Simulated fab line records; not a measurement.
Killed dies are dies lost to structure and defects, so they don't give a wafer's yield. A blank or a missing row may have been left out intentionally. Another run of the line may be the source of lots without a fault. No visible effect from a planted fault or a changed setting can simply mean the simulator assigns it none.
fab line records    flow sky130
[record] lots = 7  wafers = 20  last_day = 51
route steps=708 shown LI_CONTACT@382 LOCAL_INTERCONNECT@387 PAD_OPEN@708
lots untouched by any fault: they come from a run of this same line in which no faults occurred
start_h: start of the lot's first displayed wafer, in hours after the record's first day    wait_h: hours from the lot's prior step to this one    " identical to the entry in the row above    L1.1+2: a row that stands for several wafers    - no value, or no start was given    * or withheld: withheld    < > ~ a bound
route shown NAME@n: NAME is a module with steps in the file, n the number in the route of the first one    usual: average and standard deviation across the fault-free wafers    same: alike in all rows    chamber/n: place in a boat    sites: each site's reading    _std_site: how widely they spread, as a standard deviation    _edge_site: mean of outer sites minus mean of inner sites    radius_mm: how far each site lies from the wafer's centre    mask NAME#n: copy n    behind: tool/chamber where the wafer was last shaped    hold: reason for holding the lot/hours on hold/outcome of the hold    device: which transistor (n, p or np) failed to switch    end of line: the same wafers' tests at the end of the route    a step with no rows: only its recipe    killed: the dies lost at the first sort to structure and to defects; this is not the yield of the wafer    map: the dies of a wafer, with x for killed, . for not killed, _ for no die there
set.NAME: the run value of the setting; set.NAME@STEP: its run value at that earlier step    model.NAME: the simulator's own value behind a step, which no gauge read
lots seen at some steps along the route; tables by step, rows by wafer
services: from which hour (start_h, from the record's first day; less than 0 if before it) a tool's chamber was out of use, for how many hours, and why
[[steps]]
[step SKY_LI_CONTACT_SPUTTER_20]
[recipe] material = TiN  target_thk_nm = 20  chamber_pressure_pa = 5  power_w = 4000  time_s = 80
[usual] throttle_valve_pct = 30.1/0.96
lot.wafer  tool            chamber  start_h  wait_h  throttle_valve_pct
L693.2     pvd_sputter-04  -        728.84   0.0     29.9
L693.3     "               -        "        "       30.5
L693.5     "               -        "        "       30.2
L694.2     pvd_sputter-04  -        740.05   0.0     29.6
L694.3     "               -        "        "       28.7
L694.4     "               -        "        "       30.1
L697.3     pvd_sputter-02  -        765.70   0.0     30.5
L697.4     "               -        "        "       30.0
L697.6     "               -        "        "       29.6
L698.1     pvd_sputter-04  -        784.17   0.0     29.6
L698.5     "               -        "        "       28.8
L701.1     pvd_sputter-04  -        809.32   0.0     30.5
L701.2     "               -        "        "       30.0
L701.5     "               -        "        "       30.3
L710.2     pvd_sputter-02  -        864.50   0.0     29.7
L710.4     "               -        "        "       30.4
L710.5     "               -        "        "       30.5
L713.1     pvd_sputter-02  -        880.22   0.0     30.5
L713.4     "               -        "        "       29.5
L713.6     "               -        "        "       29.7
[step SKY_LI_CONTACT_CVD_21]
[recipe] material = W  target_thk_nm = 400  time_s = 120.56  temp_c = 400  pressure_torr = 40
[usual] chamber_pressure_Torr = 40.01/0.084  heater_power_outer_w = 567/57  heater_power_w = 920/67
lot.wafer  tool      chamber  start_h  wait_h  chamber_pressure_Torr  heater_power_outer_w  heater_power_w  since_wet_clean_h
L693.2     cvd_w-01  0        728.90   0.0     39.95                  607                   1002            325
L693.3     "         0        "        "       40.03                  619                   986             -
L693.5     "         0        "        "       39.91                  630                   1010            -
L694.2     cvd_w-01  1        740.11   0.0     39.97                  550                   891             336
L694.3     "         0        "        "       40.12                  611                   998             -
L694.4     "         1        "        "       39.96                  538                   896             -
L697.3     cvd_w-02  1        765.80   0.1     40.09                  620                   957             -
L697.4     "         0        "        "       39.87                  482                   798             -
L697.6     "         1        "        "       39.99                  624                   965             -
L698.1     cvd_w-02  1        784.23   0.0     39.84                  608                   963             880
L698.5     "         0        "        "       40.11                  475                   838             -
L701.1     cvd_w-02  0        809.38   0.0     40.14                  476                   817             905
L701.2     "         1        "        "       39.84                  620                   956             905
L701.5     "         1        "        "       40.08                  614                   973             -
L710.2     cvd_w-01  1        864.57   0.0     39.95                  556                   909             461
L710.4     "         1        "        "       40.01                  562                   899             -
L710.5     "         1        "        "       39.91                  538                   883             -
L713.1     cvd_w-01  0        880.28   0.0     39.99                  622                   993             476
L713.4     "         0        "        "       40.02                  624                   1009            -
L713.6     "         0        "        "       40.03                  617                   1005            -
[step SKY_LI_CONTACT_RS_MEAS_22]
[recipe] thk_meas_gauge = four-point-probe  reads = W_of_LI_CONTACT_CVD_21+TiN_of_LI_CONTACT_SPUTTER_20+Ti_of_LI_CONTACT_SPUTTER_19
[usual] LI_CONTACT_W_RS = 0.287/0.0036
lot.wafer  tool           chamber  start_h  wait_h  LI_CONTACT_W_RS[ohm/sq]
L693.2     film_metro-03  -        729.04   0.1     0.286
L693.3     "              -        "        "       0.283
L693.5     "              -        "        "       0.286
L694.2     film_metro-03  -        740.26   0.1     0.287
L694.3     "              -        "        "       0.284
L694.4     "              -        "        "       0.287
L697.3     film_metro-01  -        765.93   0.1     0.290
L697.4     "              -        "        "       0.288
L697.6     "              -        "        "       0.285
L698.1     film_metro-02  -        784.43   0.2     0.287
L698.5     "              -        "        "       0.289
L701.1     film_metro-02  -        809.50   0.1     0.284
L701.2     "              -        "        "       0.285
L701.5     "              -        "        "       0.280
L710.2     film_metro-01  -        864.71   0.1     0.298
L710.4     "              -        "        "       0.297
L710.5     "              -        "        "       0.295
L713.1     film_metro-02  -        880.40   0.1     0.287
L713.4     "              -        "        "       0.286
L713.6     "              -        "        "       0.289
[step SKY_LI_CONTACT_THK_MEAS_23]
[recipe] thk_meas_gauge = xrf  reads = W_of_LI_CONTACT_CVD_21
[usual] LI_CONTACT_W_THK = 409/5.3
lot.wafer  tool           chamber  start_h  wait_h  LI_CONTACT_W_THK[nm]
L693.2     film_metro-03  -        729.15   0.1     410
L693.3     "              -        "        "       410
L693.5     "              -        "        "       410
L694.2     film_metro-03  -        740.37   0.1     407
L694.3     "              -        "        "       409
L694.4     "              -        "        "       409
L697.3     film_metro-01  -        766.03   0.1     407
L697.4     "              -        "        "       407
L697.6     "              -        "        "       412
L698.1     film_metro-02  -        784.55   0.1     416
L698.5     "              -        "        "       415
L701.1     film_metro-02  -        809.62   0.1     413
L701.2     "              -        "        "       412
L701.5     "              -        "        "       417
L710.2     film_metro-01  -        864.82   0.1     396
L710.4     "              -        "        "       398
L710.5     "              -        "        "       400
L713.1     film_metro-02  -        880.52   0.1     413
L713.4     "              -        "        "       410
L713.6     "              -        "        "       406
[step SKY_LI_CONTACT_CMP_24]
[recipe] stop_on = PSG  t_overpolish_s = 20  down_force_psi = 3.5  platen_rpm = 60  target_thk_nm = 0  pad_velocity_m_s = 0.94248
[usual] motor_current_A = 11.2/1.1  overpolish_run_s = 20.000/0.0082  time_to_endpoint_s = 96/4.1
lot.wafer  tool    chamber  start_h  wait_h  motor_current_A  overpolish_run_s  time_to_endpoint_s
L693.3     cmp-01  0        729.25   0.1     9.8              19.997            93
L693.2     "       1        "        "       10.7             19.994            103
L693.5     "       0        "        "       10.8             20.002            92
L694.2     cmp-02  3        740.42   0.0     13.0             20.018            98
L694.4     "       0        "        "       10.5             19.998            94
L694.3     "       2        "        "       10.9             20.003            92
L697.3     cmp-02  0        766.17   0.1     10.3             20.001            92
L697.4     "       1        "        "       13.2             19.995            96
L697.6     "       3        "        "       12.8             20.001            98
L698.1     cmp-02  0        784.76   0.2     11.1             20.014            99
L698.5     "       1        "        "       13.1             20.006            103
L701.1     cmp-02  2        809.68   0.1     11.7             20.019            91
L701.2     "       0        "        "       10.9             19.988            94
L701.5     "       2        "        "       11.0             20.006            93
L710.4     cmp-01  1        864.88   0.0     11.1             20.015            101
L710.2     "       3        "        "       10.1             20.009            97
L710.5     "       1        "        "       11.2             20.002            95
L713.4     cmp-01  2        880.58   0.0     11.3             20.006            98
L713.1     "       3        "        "       9.8              20.007            102
L713.6     "       3        "        "       10.1             20.016            100
[step SKY_LOCAL_INTERCONNECT_SPUTTER_00]
[recipe] material = TiN  target_thk_nm = 100  temp_c = 300  power_w = 6500  time_s = 83.3  chamber_pressure_pa = 0.4
[usual] throttle_valve_pct = 29.3/0.87
lot.wafer  tool            chamber  start_h  wait_h  throttle_valve_pct
L693.2     pvd_sputter-03  -        729.50   0.1     28.2
L693.3     "               -        "        "       28.3
L693.5     "               -        "        "       30.0
L694.2     pvd_sputter-04  -        740.72   0.2     29.9
L694.3     "               -        "        "       30.4
L694.4     "               -        "        "       29.7
L697.3     pvd_sputter-02  -        766.37   0.1     30.0
L697.4     "               -        "        "       30.4
L697.6     "               -        "        "       28.7
L698.1     pvd_sputter-03  -        784.91   0.1     30.1
L698.5     "               -        "        "       29.9
L701.1     pvd_sputter-02  -        809.98   0.2     28.6
L701.2     "               -        "        "       30.3
L701.5     "               -        "        "       28.7
L710.2     pvd_sputter-02  -        865.18   0.1     28.5
L710.4     "               -        "        "       29.5
L710.5     "               -        "        "       29.4
L713.1     pvd_sputter-03  -        880.88   0.2     28.0
L713.4     "               -        "        "       27.9
L713.6     "               -        "        "       29.6
[step SKY_LOCAL_INTERCONNECT_RS_MEAS_01]
[recipe] thk_meas_gauge = four-point-probe  reads = TiN_of_LOCAL_INTERCONNECT_SPUTTER_00
[usual] LOCAL_INTERCONNECT_TIN_RS = 14.18/0.17
lot.wafer  tool           chamber  start_h  wait_h  LOCAL_INTERCONNECT_TIN_RS[ohm/sq]
L693.2     film_metro-03  -        729.58   0.1     13.78
L693.3     "              -        "        "       13.76
L693.5     "              -        "        "       13.96
L694.2     film_metro-04  -        740.80   0.1     13.94
L694.3     "              -        "        "       13.86
L694.4     "              -        "        "       13.92
L697.3     film_metro-03  -        766.47   0.1     14.04
L697.4     "              -        "        "       14.20
L697.6     "              -        "        "       14.23
L698.1     film_metro-04  -        784.97   0.0     14.40
L698.5     "              -        "        "       14.31
L701.1     film_metro-02  -        810.05   0.0     14.26
L701.2     "              -        "        "       14.11
L701.5     "              -        "        "       14.25
L710.2     film_metro-04  -        865.27   0.1     14.52
L710.4     "              -        "        "       14.31
L710.5     "              -        "        "       14.13
L713.1     film_metro-03  -        880.95   0.0     14.23
L713.4     "              -        "        "       14.24
L713.6     "              -        "        "       14.34
[step SKY_LOCAL_INTERCONNECT_THK_MEAS_02]
[recipe] thk_meas_gauge = xrf  reads = TiN_of_LOCAL_INTERCONNECT_SPUTTER_00
[usual] LOCAL_INTERCONNECT_TIN_THK = 99.4/1.1
lot.wafer  tool           chamber  start_h  wait_h  LOCAL_INTERCONNECT_TIN_THK[nm]
L693.2     film_metro-03  -        729.69   0.1     101.4
L693.3     "              -        "        "       101.1
L693.5     "              -        "        "       100.0
L694.2     film_metro-04  -        740.91   0.1     100.9
L694.3     "              -        "        "       101.3
L694.4     "              -        "        "       100.7
L697.3     film_metro-03  -        766.57   0.1     100.3
L697.4     "              -        "        "       99.3
L697.6     "              -        "        "       98.9
L698.1     film_metro-04  -        785.09   0.1     97.9
L698.5     "              -        "        "       98.7
L701.1     film_metro-02  -        810.17   0.1     99.5
L701.2     "              -        "        "       100.5
L701.5     "              -        "        "       99.1
L710.2     film_metro-04  -        865.38   0.1     97.6
L710.4     "              -        "        "       98.7
L710.5     "              -        "        "       100.1
L713.1     film_metro-03  -        881.07   0.1     98.1
L713.4     "              -        "        "       98.6
L713.6     "              -        "        "       97.7
[step SKY_LOCAL_INTERCONNECT_DEHYDRATE_03]
[recipe] temp_c = 200  time_s = 60
[step SKY_LOCAL_INTERCONNECT_HMDS_04]
[recipe] prime_time_s = 60  prime_temp_c = 120
[step SKY_LOCAL_INTERCONNECT_COAT_05]
[recipe] resist = BARC  temp_c = withheld  time_s = withheld  spin_rpm = 3000  resist_thk_nm = 60
[step SKY_LOCAL_INTERCONNECT_COAT_06]
[recipe] resist = KrF-thick  spin_rpm = 3000  resist_thk_nm = 450
[step SKY_LOCAL_INTERCONNECT_SOFTBAKE_07]
[recipe] temp_c = 100  time_s = 90  resist = KrF-thick
[usual] run_length_s = 119.24/0.13
lot.wafer  tool            chamber  start_h  wait_h  run_length_s
L693.2     litho_track-04  0        745      -       119.55
L693.3     "               0        "        "       119.19
L693.5     "               0        "        "       119.20
L694.2     litho_track-01  0        755      -       119.20
L694.3     "               0        "        "       119.40
L694.4     "               0        "        "       119.21
L697.3     litho_track-01  0        781      -       119.20
L697.4     "               0        "        "       131.38
L697.6     "               0        "        "       119.35
L698.1     litho_track-01  0        799      -       119.20
L698.5     "               0        "        "       131.42
L701.1     litho_track-01  0        823      -       119.18
L701.2     "               0        "        "       119.49
L701.5     "               0        "        "       131.49
L710.2     litho_track-04  0        878      -       119.23
L710.4     "               0        "        "       119.17
L710.5     "               0        "        "       119.19
L713.1     litho_track-01  0        893      -       119.39
L713.4     "               0        "        "       119.36
L713.6     "               0        "        "       119.29
[step SKY_LOCAL_INTERCONNECT_EXPOSE_08]
[recipe] mask_id = LI1M  na = 0.8  source_shape = annular  sigma_inner = 0.55  sigma_outer = 0.85  target_cd_nm = 170  dose_mj = 28
[step SKY_PAD_OPEN_PROBE_99]
[usual] killed_at_M0_to_M3 = 43/7  killed_at_M4_up = 3.1/1.5  killed_at_contacts = 23/4.9  killed_at_front_end = 16/3.9  killed_at_other = 0.3/0.52  killed_dies = 86/8.2  killed_open = 47/6.1  killed_short = 38/5.8
[same] gross_dies = 492  killed_at_back_side = 0
lot.wafer  tool       chamber  start_h  wait_h  killed_at_M0_to_M3  killed_at_M4_up  killed_at_contacts  killed_at_front_end  killed_at_other  killed_dies  killed_open  killed_short
L693.2     prober-01  -        1126.67  0.1     41                  0                21                  15                   0                77           44           33
L693.3     prober-01  -        1126.72  0.2     39                  1                24                  18                   0                82           47           34
L693.5     prober-01  -        1126.82  0.2     37                  6                25                  8                    1                77           43           34
L710.2     prober-01  -        1219.60  0.1     52                  4                30                  12                   0                98           65           31
L710.4     prober-01  -        1219.70  0.2     45                  4                22                  14                   0                85           38           46
L710.5     prober-01  -        1219.75  0.2     41                  2                28                  17                   0                88           55           32
// killed by level:class
L693.2 VIA1:geometric_particle:open=11 CONTACT:geometric_particle:open=9 VIA1:geometric_particle:short=7 VIA3:geometric_particle:open=7 LOCAL_INTERCONNECT:geometric_particle:short=6 VIA2:geometric_particle:short=5 SPACER:geometric_particle:open=4 FIELD_ISO:geometric_particle:short=3
L693.3 VIA3:geometric_particle:open=8 LOCAL_INTERCONNECT:geometric_particle:short=8 VIA2:geometric_particle:open=7 VIA1:geometric_particle:open=7 POLY_GATE:geometric_particle:open=6 LI_CONTACT:geometric_particle:open=5 CONTACT:geometric_particle:short=5 METAL3:geometric_particle:short=5
L693.5 VIA1:geometric_particle:open=10 CONTACT:geometric_particle:open=8 CONTACT:geometric_particle:short=8 LI_CONTACT:geometric_particle:open=7 VIA2:geometric_particle:open=6 METAL2:geometric_particle:short=5 VIA2:geometric_particle:short=5 FIELD_ISO:geometric_particle:short=3
L710.2 VIA2:geometric_particle:open=13 CONTACT:geometric_particle:open=11 VIA1:geometric_particle:open=11 LI_CONTACT:geometric_particle:open=8 VIA3:geometric_particle:open=8 CONTACT:geometric_particle:short=7 METAL1:geometric_particle:short=6 METAL1:geometric_particle:open=4
L710.4 LOCAL_INTERCONNECT:geometric_particle:short=9 VIA3:geometric_particle:open=8 FIELD_ISO:geometric_particle:open=7 VIA1:geometric_particle:open=7 METAL1:geometric_particle:short=6 CONTACT:geometric_particle:open=5 VIA1:geometric_particle:short=5 VIA2:geometric_particle:short=5
L710.5 CONTACT:geometric_particle:open=13 VIA3:geometric_particle:open=9 VIA1:geometric_particle:open=9 FIELD_ISO:geometric_particle:short=7 LI_CONTACT:geometric_particle:open=7 FIELD_ISO:geometric_particle:open=5 METAL2:geometric_particle:short=5 VIA2:geometric_particle:open=5
[[services]]
tool            chamber  start_h  hours  kind
cvd_w-02        -        711.39   1.0    repair
cmp-02          -        716.79   1.1    repair
cmp-02          -        719.92   2.1    repair
pvd_sputter-04  -        723.78   1.9    repair
cvd_w-01        -        729.16   0.2    repair
pvd_sputter-04  -        741.99   3.3    repair
pvd_sputter-02  -        745.58   1.9    repair
cmp-02          -        746.85   4.0    pm
cmp-02          -        748.69   3.4    repair
cmp-02          -        750.85   -      consumable_replace:conditioner
cmp-02          -        750.85   -      consumable_replace:pad
cvd_w-01        1        762.10   5.0    repair
cmp-02          -        768.60   4.0    pm
pvd_sputter-02  -        772.23   1.0    repair
cmp-02          -        776.29   0.7    repair
cvd_w-01        -        808.95   1.7    repair
pvd_sputter-04  -        823.17   5.8    repair
cvd_w-02        -        826.55   6.9    pm
cvd_w-01        -        836.23   2.8    pm
cvd_w-02        -        859.63   0.8    repair
cmp-01          -        867.94   12.5   repair
pvd_sputter-03  -        868.93   1.1    repair
cmp-02          -        876.07   0.5    repair
[[key]]
[first_sign] step = SKY_LOCAL_INTERCONNECT_SOFTBAKE_07  reading = run_length_s  direction = up  sigmas = 94  usual = *  struck = *
effect none on later readings
met_at SKY_LOCAL_INTERCONNECT_SOFTBAKE_07
struck_wafers L697.4,L698.5,L701.5
tester_left_out L697,L698,L701
onset_between 755 781
[fault] kind = process_parameter_drift  tool = litho_track-01  chamber = -  onset_h = 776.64  steps = SKY_LOCAL_INTERCONNECT_SOFTBAKE_07  channel = time_s  offset = *  shape = step  end_h = 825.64  scope = struck_wafers_only  acts_in = *  stated = *
// tester_left_out: of these lots the tester's yield and bins aren't shown, on N5 and GAA mostly nor the transistor test; their killed dies are dies lost to structure and defects alone, not to doping, threshold or leakage, so they don't give the yield
